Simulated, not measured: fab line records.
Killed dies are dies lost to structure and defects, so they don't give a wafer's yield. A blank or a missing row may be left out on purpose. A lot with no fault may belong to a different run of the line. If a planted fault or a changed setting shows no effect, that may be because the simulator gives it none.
Which tool is to blame?    flow sfqLine    15 lots, 45 wafers sampled, at 6 steps of a route of 325

WHAT THE GAUGES SHOWED, per wafer
SFQ_M1_RS_MEAS_909: uses a four-point probe to measure.
lot   measured      on            M1_NB_RS (ohm/sq)
L911  day 8 12:31   filmMetro-03  0.899 0.900 0.890
L916  day 10 03:28  filmMetro-04  0.896 0.901 0.906
L917  day 10 13:48  filmMetro-04  - - -
L918  day 10 17:25  filmMetro-04  - - -
L919  day 11 00:44  filmMetro-03  - - -
L920  day 11 05:24  filmMetro-04  0.887 0.900 0.903
L923  day 12 15:00  filmMetro-03  0.886 0.885 0.877
L925  day 13 03:01  filmMetro-04  0.888 0.889 0.882
L927  day 14 03:19  filmMetro-03  0.876 0.882 0.885
L928  day 14 09:19  filmMetro-04  0.897 0.923 0.909
L930  day 15 00:56  filmMetro-03  0.893 0.888 0.883
L931  day 15 08:07  filmMetro-03  0.895 0.898 0.892
L932  day 15 11:43  filmMetro-04  0.894 0.893 0.889
L933  day 16 00:29  filmMetro-01  0.890 0.891 0.903
L934  day 16 04:05  filmMetro-01  0.884 0.888 0.869

SFQ_M7_RS_MEAS_943: uses a four-point probe to measure.
lot   measured      on            M7_NB_RS (ohm/sq)
L911  day 72 14:03  filmMetro-02  0.892 0.905 0.892
L916  day 73 03:19  filmMetro-02  0.906 0.896 0.890
L917  day 73 09:12  filmMetro-02  0.893 0.888 0.879
L918  day 73 13:20  filmMetro-02  0.912 0.904 0.901
L919  day 74 00:59  filmMetro-02  0.874 0.877 0.864
L920  day 79 13:32  filmMetro-01  0.895 0.899 0.901
L923  day 81 01:50  filmMetro-02  0.860 0.866 0.862
L925  day 85 16:45  filmMetro-01  0.894 0.893 0.873
L927  day 85 22:44  filmMetro-02  0.890 0.895 0.898
L928  day 85 23:56  filmMetro-01  0.878 0.901 0.890
L930  day 86 03:43  filmMetro-01  0.901 0.876 0.893
L931  day 86 04:44  filmMetro-03  0.900 0.898 0.897
L932  day 86 07:28  filmMetro-01  0.873 0.891 0.884
L933  day 86 09:52  filmMetro-01  0.910 0.911 0.917
L934  day 86 12:11  filmMetro-01  0.869 0.884 0.887

TOOL THAT RAN EACH LOT (tool first, then ch and the chambers of the sampled wafers, then the start)
lot   SFQ_TRILAYER_M1_DEP_SPUTTER_037  SFQ_TRILAYER_M1_ETCH_METAL_ETCH_042  SFQ_TRILAYER_C5_BARC_OPEN_VIA_ETCH_210  SFQ_TRILAYER_M6_STRIP_STRIP_163
L911  pvdSputter-06, day 8 12:25       rieMetal-04 ch 0,1, day 10 15:13     rieDiel-02 ch 0,1,3, day 66 13:35       rieMetal-03 ch 0,1, day 72 04:57
L916  pvdSputter-06, day 10 03:22      rieMetal-01 ch 0,1, day 12 02:01     rieDiel-04 ch 0,2,3, day 72 14:22       rieMetal-03 ch 0,1, day 72 18:35
L917  pvdSputter-05, day 10 13:43      rieMetal-02 ch 0,1, day 12 15:13     rieDiel-04 ch 0,3, day 72 20:22         rieMetal-03 ch 0,1, day 72 23:59
L918  pvdSputter-06, day 10 17:19      rieMetal-02 ch 0,1, day 12 17:37     rieDiel-01 ch 0,1, day 73 01:10         rieMetal-03 ch 0,1, day 73 04:49
L919  pvdSputter-05, day 11 00:32      rieMetal-02 ch 0,1, day 12 22:25     rieDiel-02 ch 0,2,3, day 73 11:58       rieMetal-01 ch 1, day 73 15:59
L920  pvdSputter-05, day 11 05:19      rieMetal-01 ch 0,1, day 13 03:13     rieDiel-01 ch 2,3, day 74 03:41         rieMetal-03 ch 0,1, day 79 04:11
L923  pvdSputter-05, day 12 14:55      rieMetal-01 ch 0,1, day 14 16:43     rieDiel-02 ch 1,2, day 75 14:29         rieMetal-01 ch 0,1, day 80 16:44
L925  pvdSputter-06, day 13 02:55      rieMetal-01 ch 0,1, day 15 04:43     rieDiel-02 ch 0,2, day 76 06:05         rieMetal-04 ch 0,1, day 81 04:11
L927  pvdSputter-04, day 14 03:13      rieMetal-01 ch 0,1, day 16 10:17     rieDiel-01 ch 0,3, day 76 16:53         rieMetal-03 ch 0,1, day 81 12:35
L928  pvdSputter-05, day 14 09:13      rieMetal-02 ch 0,1, day 16 18:29     rieDiel-04 ch 0,2, day 77 02:29         rieMetal-01 ch 0,1, day 81 14:59
L930  pvdSputter-04, day 15 00:49      rieMetal-01 ch 0,1, day 17 12:02     rieDiel-01 ch 1,3, day 77 12:24         rieMetal-03 ch 0, day 81 17:23
L931  pvdSputter-06, day 15 08:01      rieMetal-02 ch 0,1, day 17 18:02     rieDiel-04 ch 0,1,3, day 77 14:48       rieMetal-01 ch 0,1, day 81 18:35
L932  pvdSputter-06, day 15 11:37      rieMetal-04 ch 0,1, day 17 22:50     rieDiel-02 ch 1,2,3, day 77 23:12       rieMetal-04 ch 0,1, day 81 20:59
L933  pvdSputter-05, day 16 00:23      rieMetal-04 ch 0,1, day 18 12:02     rieDiel-04 ch 2,3, day 78 06:24         rieMetal-01 ch 0,1, day 82 01:47
L934  pvdSputter-05, day 16 03:59      rieMetal-04 ch 0,1, day 18 15:38     rieDiel-02 ch 0,3, day 78 08:48         rieMetal-04 ch 0,1, day 82 05:23
- SFQ_TRILAYER_M1_DEP_SPUTTER_037: material Nb, target thk 200 nm, time 133.3 s.
- SFQ_TRILAYER_M1_ETCH_METAL_ETCH_042: etches Nb in Cl2/Ar, stops on SiO2, target depth 240 nm, time 120 s.
- SFQ_TRILAYER_C5_BARC_OPEN_VIA_ETCH_210: etches BARC in O2, target depth 125 nm, time 41.7 s.
- SFQ_TRILAYER_M6_STRIP_STRIP_163: strips in O2.

AS READ BY THE TOOLS THEMSELVES (means over the sampled wafers that have a number; for cases with no such wafer, the mark the record gives instead)
SFQ_TRILAYER_M1_DEP_SPUTTER_037.
lot   tool           basePressurePa (Pa)  cathodeDcPowerW (W)  throttleValvePct (%)
L911  pvdSputter-06  1.33e-06             2000.1               29.4
L916  pvdSputter-06  1.25e-06             2000.3               29.1
L917  pvdSputter-05  -                    -                    -
L918  pvdSputter-06  -                    -                    -
L919  pvdSputter-05  -                    -                    -
L920  pvdSputter-05  1.33e-06             1999.9               30.5
L923  pvdSputter-05  1.36e-06             2000.3               29.7
L925  pvdSputter-06  1.33e-06             1999.9               29.5
L927  pvdSputter-04  1.40e-06             2000.2               29.8
L928  pvdSputter-05  1.34e-06             1999.9               30.3
L930  pvdSputter-04  1.35e-06             1999.5               28.9
L931  pvdSputter-06  1.36e-06             2000.0               29.4
L932  pvdSputter-06  1.30e-06             2000.3               29.2
L933  pvdSputter-05  1.33e-06             2000.1               30.3
L934  pvdSputter-05  1.38e-06             2000.0               30.2

SFQ_TRILAYER_M1_ETCH_METAL_ETCH_042.
lot   tool         drypumpMotorCurrentA (A)  heBacksideLeakSccm (sccm)  oesProductAu (a.u.)
L911  rieMetal-04  6.3                       4.3                        0.892
L916  rieMetal-01  6.3                       3.5                        0.887
L917  rieMetal-02  4.8                       3.7                        0.375
L918  rieMetal-02  5.0                       3.7                        0.372
L919  rieMetal-02  5.1                       3.7                        0.377
L920  rieMetal-01  6.3                       3.6                        0.890
L923  rieMetal-01  6.3                       3.8                        0.898
L925  rieMetal-01  6.4                       4.2                        0.893
L927  rieMetal-01  6.3                       3.6                        0.901
L928  rieMetal-02  4.8                       3.8                        0.883
L930  rieMetal-01  6.3                       3.6                        0.889
L931  rieMetal-02  4.8                       3.9                        0.892
L932  rieMetal-04  6.2                       3.6                        0.893
L933  rieMetal-04  5.9                       3.3                        0.894
L934  rieMetal-04  6.3                       3.7                        0.899

SFQ_TRILAYER_C5_BARC_OPEN_VIA_ETCH_210.
lot   tool        drypumpMotorCurrentA (A)  oesProductAu (a.u.)
L911  rieDiel-02  5.4                       0.688
L916  rieDiel-04  5.5                       0.686
L917  rieDiel-04  5.2                       0.688
L918  rieDiel-01  5.8                       0.687
L919  rieDiel-02  5.7                       0.683
L920  rieDiel-01  5.8                       0.684
L923  rieDiel-02  6.0                       0.680
L925  rieDiel-02  6.1                       0.685
L927  rieDiel-01  5.7                       0.684
L928  rieDiel-04  5.4                       0.687
L930  rieDiel-01  6.0                       0.684
L931  rieDiel-04  5.3                       0.684
L932  rieDiel-02  5.7                       0.679
L933  rieDiel-04  5.7                       0.685
L934  rieDiel-02  5.5                       0.688

SFQ_TRILAYER_M6_STRIP_STRIP_163.
lot   tool         drypumpMotorCurrentA (A)  heBacksideLeakSccm (sccm)  oesProductAu (a.u.)
L911  rieMetal-03  5.8                       3.36                       1.002
L916  rieMetal-03  5.8                       3.59                       1.002
L917  rieMetal-03  5.8                       3.34                       1.011
L918  rieMetal-03  5.8                       3.35                       1.014
L919  rieMetal-01  6.2                       3.76                       0.978
L920  rieMetal-03  5.8                       3.57                       1.008
L923  rieMetal-01  6.4                       3.43                       1.008
L925  rieMetal-04  5.9                       3.95                       1.017
L927  rieMetal-03  5.8                       3.48                       0.997
L928  rieMetal-01  6.4                       3.47                       0.999
L930  rieMetal-03  5.9                       3.19                       1.002
L931  rieMetal-01  6.4                       3.48                       0.998
L932  rieMetal-04  6.3                       3.60                       0.998
L933  rieMetal-01  6.4                       3.62                       1.006
L934  rieMetal-04  5.9                       3.64                       1.010

THE ANSWER, worked out from the rows above alone
Rule: the lots themselves supply what counts as usual. The widest of any qualifying gaps counts: lots, ordered by their means at a reading, are off when they make up no more than a third of the lots, leave a main group of 4 or more, and stand apart from it by 3 or more times the standard deviation of that group's means. The tables above print the reading to a certain number of digits; a main group whose means all agree to those digits is not used. A lot without any number at a reading at which 4 lots or more have one is off too. Any other lot the step has rows for is counted as sound. The gauges are gone through in route order, then the tools' own readings, and for those a lot's mean is taken as printed above. At the first step where some lot is off, the reading lying furthest off is the one used; lots without a number count as furthest.
Off: L917, L918, L919, at SFQ_M1_RS_MEAS_909 (M1_NB_RS). Without a number there: L917, L918, L919. Main group: mean 0.892 ohm/sq, sd 0.0084.
If a tool, at a process step before that reading, ran all the lots that are off and no sound lot after the first of them, it fits. Not tried: the gauges at SFQ_M1_RS_MEAS_909; whatever is off there is also off at SFQ_TRILAYER_M1_DEP_SPUTTER_037, on other tools, and gauge error can't account for it. Not one of the candidates tried fits.

WHAT HAD BEEN PUT IN BY THE SIMULATOR
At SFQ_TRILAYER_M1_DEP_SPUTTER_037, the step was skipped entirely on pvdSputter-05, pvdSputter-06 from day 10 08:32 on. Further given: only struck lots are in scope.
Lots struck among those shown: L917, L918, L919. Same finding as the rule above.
